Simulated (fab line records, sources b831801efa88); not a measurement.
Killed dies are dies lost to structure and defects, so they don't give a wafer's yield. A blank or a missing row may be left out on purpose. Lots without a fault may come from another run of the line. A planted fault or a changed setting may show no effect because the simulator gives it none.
One fault seen from 2 desks | flow gf180mcu | each desk has only its own numbers; what lay behind them comes last

THE METROLOGY DESK
What the gauges read, lot by lot, whatever tool the lot ran on: means of the sampled wafers that have a number. A lot is out of limits, marked OUT, if its mean lies more than 4 standard deviations from the usual mean; the brackets give that distance.
Columns: A = HV_LDD_02_OVL at GF_HV_LDD_OVL_MEAS_32, usual -1.2 nm
lot  | first seen here | A
L544 | day 11 05:42    | -1.2
L545 | day 12 07:23    | -0.9
L547 | day 12 16:37    | 0.1
L554 | day 14 18:29    | -1.9
L555 | day 15 04:31    | -1.3
L557 | day 16 01:28    | -1.3
L558 | day 16 05:38    | -1.5
L559 | day 16 14:29    | -2.4
L560 | day 16 15:21    | -0.7
L564 | day 18 08:32    | -3.0
L566 | day 18 18:49    | -0.8
This desk's finding: nothing out of limits on any of the 11 lots.

THE TOOL OWNER'S DESK: rie_diel-01
The tool's own readings at GF_STI_ETCH_13 (etches the open film in CHF3/O2, stops on Si, target depth 282.31 nm, time 112.9 s): means of the sampled wafers that have a number, for each lot that ran on this tool. A lot is out of limits, marked OUT, if its mean lies more than 4 standard deviations from the usual mean; the brackets give that distance.
Columns: A = drypump_motor_current_A at GF_STI_ETCH_13, usual 5.6 A; B = oes_product_au at GF_STI_ETCH_13, usual 0.831 a.u.; C = rf_fwd_power_W at GF_STI_ETCH_13, usual 596.5 W; D = throttle_valve_pct at GF_STI_ETCH_13, usual 8.810 %
lot  | first seen here | A   | B     | C               | D
L544 | day 2 02:29     | 5.3 | 0.837 | 596.1           | 8.811
L545 | day 2 07:13     | 5.1 | 0.833 | 597.0           | 8.811
L554 | day 4 04:20     | 5.5 | 0.822 | 563.2 (-18) OUT | 8.812
L555 | day 4 10:29     | 5.5 | 0.831 | 564.6 (-17) OUT | 8.808
This desk's finding: out of limits on L554, L555; first on L554, day 4 04:20 (rf_fwd_power_W at GF_STI_ETCH_13). In limits: L544, L545.

PUT TOGETHER
The tool owner's desk could have raised an alarm at day 4 04:20, on L554, L555.
The metrology desk saw nothing out of limits.
The metrology desk has L554, L555 on record, within its limits.
Of the lots named, all ran GF_STI_ETCH_13 on rie_diel-01.

WHAT THE SIMULATOR HAD PUT IN
Process parameter drift: rie_diel-01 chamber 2, from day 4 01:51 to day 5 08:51, at GF_STI_ETCH_13. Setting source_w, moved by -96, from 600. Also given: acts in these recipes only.
Lots struck among those shown: L554, L555.
Hours from the fault's start to each desk's first reading out of limits: the tool owner's desk, 2.
